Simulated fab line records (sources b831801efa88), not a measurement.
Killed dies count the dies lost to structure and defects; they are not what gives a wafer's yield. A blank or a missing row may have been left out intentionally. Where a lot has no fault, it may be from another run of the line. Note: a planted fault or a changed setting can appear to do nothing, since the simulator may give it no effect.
Which tool did it? :: flow sky130 :: 20 wafers from 7 lots sampled at 2 of the route's 708 steps

## WHAT EACH GAUGE READ, for each wafer
SKY_LDD_P_CD_MEAS_07: the cd target is 380 nm.
lot: L789
measured: day 20 12:52
on: cdSem-01
cdNm (nm): 380.1 381.3 380.7

lot: L791
measured: day 21 05:22
on: cdSem-02
cdNm (nm): 381.2 383.1 380.1

lot: L793
measured: day 21 17:11
on: cdSem-02
cdNm (nm): 386.4 385.6 385.8

lot: L795
measured: day 22 09:28
on: cdSem-02
cdNm (nm): 380.3 383.0 382.2

lot: L797
measured: day 23 13:59
on: cdSem-01
cdNm (nm): 381.0 381.0 382.6

lot: L804
measured: day 25 15:35
on: cdSem-01
cdNm (nm): 401.2 401.8

lot: L810
measured: day 27 17:40
on: cdSem-01
cdNm (nm): 385.1 382.1 386.5

## EACH LOT AND THE TOOL THAT RAN IT (in order: tool; ch and the chambers of the sampled wafers; start)
lot: L789
SKY_LDD_P_DEVELOP_06: lithoTrack-04 ch 0, day 20 12:43

lot: L791
SKY_LDD_P_DEVELOP_06: lithoTrack-01 ch 0, day 21 05:10

lot: L793
SKY_LDD_P_DEVELOP_06: lithoTrack-03 ch 0, day 21 17:02

lot: L795
SKY_LDD_P_DEVELOP_06: lithoTrack-01 ch 0, day 22 09:19

lot: L797
SKY_LDD_P_DEVELOP_06: lithoTrack-03 ch 0, day 23 13:50

lot: L804
SKY_LDD_P_DEVELOP_06: lithoTrack-01 ch 0, day 25 15:28

lot: L810
SKY_LDD_P_DEVELOP_06: lithoTrack-04 ch 0, day 27 17:31
- SKY_LDD_P_DEVELOP_06: develop time 60 s.

## THE ANSWER, worked out from the rows above alone
Rule: what is usual is taken from the lots themselves. The widest of any qualifying gaps counts: lots, ordered by their means at a reading, are off when they make up no more than a third of the lots, leave a main group of 4 or more, and stand apart from it by 3 or more times the standard deviation of that group's means. The tables above print the reading to a certain number of digits; a main group whose means all agree to those digits is not used. A lot without any number at a reading at which 4 lots or more have one is off too. All remaining lots with rows at the step are treated as sound.
Off, at SKY_LDD_P_CD_MEAS_07 on cdNm: L804. The main group: mean 382.7 nm, standard deviation 1.9.
If a tool, at a process step before that reading, ran all the lots that are off and no sound lot after the first of them, it fits. Those tools and the gauges at SKY_LDD_P_CD_MEAS_07 are tried in the same way. One fits: SKY_LDD_P_DEVELOP_06 on lithoTrack-01. Its last sound lot is L795 (day 22 09:19), its first lot that is off L804 (day 25 15:28): a fault that began between those two fits.

## WHAT HAD BEEN PUT IN BY THE SIMULATOR
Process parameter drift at SKY_LDD_P_DEVELOP_06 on lithoTrack-01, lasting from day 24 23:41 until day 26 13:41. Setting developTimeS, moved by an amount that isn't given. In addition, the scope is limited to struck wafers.
Shown lots that were struck: L804. The same result came from the rule above.
